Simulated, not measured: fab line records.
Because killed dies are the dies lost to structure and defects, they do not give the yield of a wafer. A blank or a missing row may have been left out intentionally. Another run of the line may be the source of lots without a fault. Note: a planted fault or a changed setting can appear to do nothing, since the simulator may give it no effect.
A lot that was struck, set against a sound lot ; flow sky130 ; 14 steps out of a route of 708
Sound: these wafers, L850.1, L850.2, L850.4. Wafers L842.1, L842.4, L842.6 were the ones struck. The cause comes at the end.
Order at every step that has rows: each side's tool, ch and its chambers, its first start. Under that, the readings that differ: sound wafers ; struck wafers ; difference of the means ; sigmas: that difference in standard deviations of wafers without a fault.
alike: a reading whose means differ by less than 2 such deviations, as well as words and numbers matching on both sides. not compared: withheld readings; readings where some wafer has no value; bounds like >300 that might hide an equal value; numbers whose values overlap and for which the record gives no deviation.
The two part at a step that has a row with sigmas, a row that says differs or no value, or rows on one side only. Numbers that don't overlap but have no deviation are shown without sigmas and don't part them. Lack of a reading on every wafer of one side parts them only where that side has two or more wafers.

SKY_METAL4_STRIP_19: strips in O2/N2.
  sound on plasmaAsher-01 ch 0,1, day 46 07:13; struck on plasmaAsher-03 ch 0,1, day 43 20:51
  alike: drypumpMotorCurrentA, oesProductAu, stripTimeToEndpointS
  not compared: rfHoursCounterH
then, 4 steps without rows for these wafers: SKY_METAL4_STRIP_20 (strips in post etch residue remover, time 1200 s); SKY_METAL4_CLEAN_21 (cleans in IPA, time 180 s); SKY_METAL4_CLEAN_22 (cleans in O3/DIW); SKY_VIA4_HDPCVD_00 (deposits SiO2, target thk 1750 nm, time 291.7 s).
SKY_VIA4_THK_MEAS_01:
  struck on filmMetro-01, day 43 21:40; sound on filmMetro-01, day 46 08:01
  alike: VIA4_HDPCVD_THK
SKY_VIA4_CMP_02: polishes SiO2.
  sound on cmp-01 ch 0,2,3, day 46 08:31; struck on cmp-02 ch 0,1,3, day 43 21:44
  alike: motorCurrentA
SKY_VIA4_BOW_MEAS_03:
  struck on filmMetro-03, day 43 22:02; sound on filmMetro-01, day 46 08:49
  alike: VIA4_BOW
then, 4 steps without rows for these wafers: SKY_VIA4_DEHYDRATE_04 (time 60 s); SKY_VIA4_HMDS_05 (prime time 60 s); SKY_VIA4_COAT_06 (resist thk 1140 nm); SKY_VIA4_SOFTBAKE_07 (time 60 s).
SKY_VIA4_EXPOSE_08: exposes mask VIM4, target cd 800 nm.
  sound on ilineStepper-02 ch 0, day 46 18:24; struck on ilineStepper-02, day 44 09:57
  no value came back on the struck wafers for exposureDoseMJCm2, focusOffsetNm (nm); on the sound wafers exposureDoseMJCm2 reads 131.93 132.30 132.01
  alike: mask
following that, these wafers have no rows for 1 step: SKY_VIA4_PEB_09.

## WHERE THEY PART
Within this record, at SKY_VIA4_EXPOSE_08 only.

WHY: whatever the simulator had introduced
At SKY_VIA4_EXPOSE_08, the step was skipped entirely on ilineStepper-02 from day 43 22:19 on. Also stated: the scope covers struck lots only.
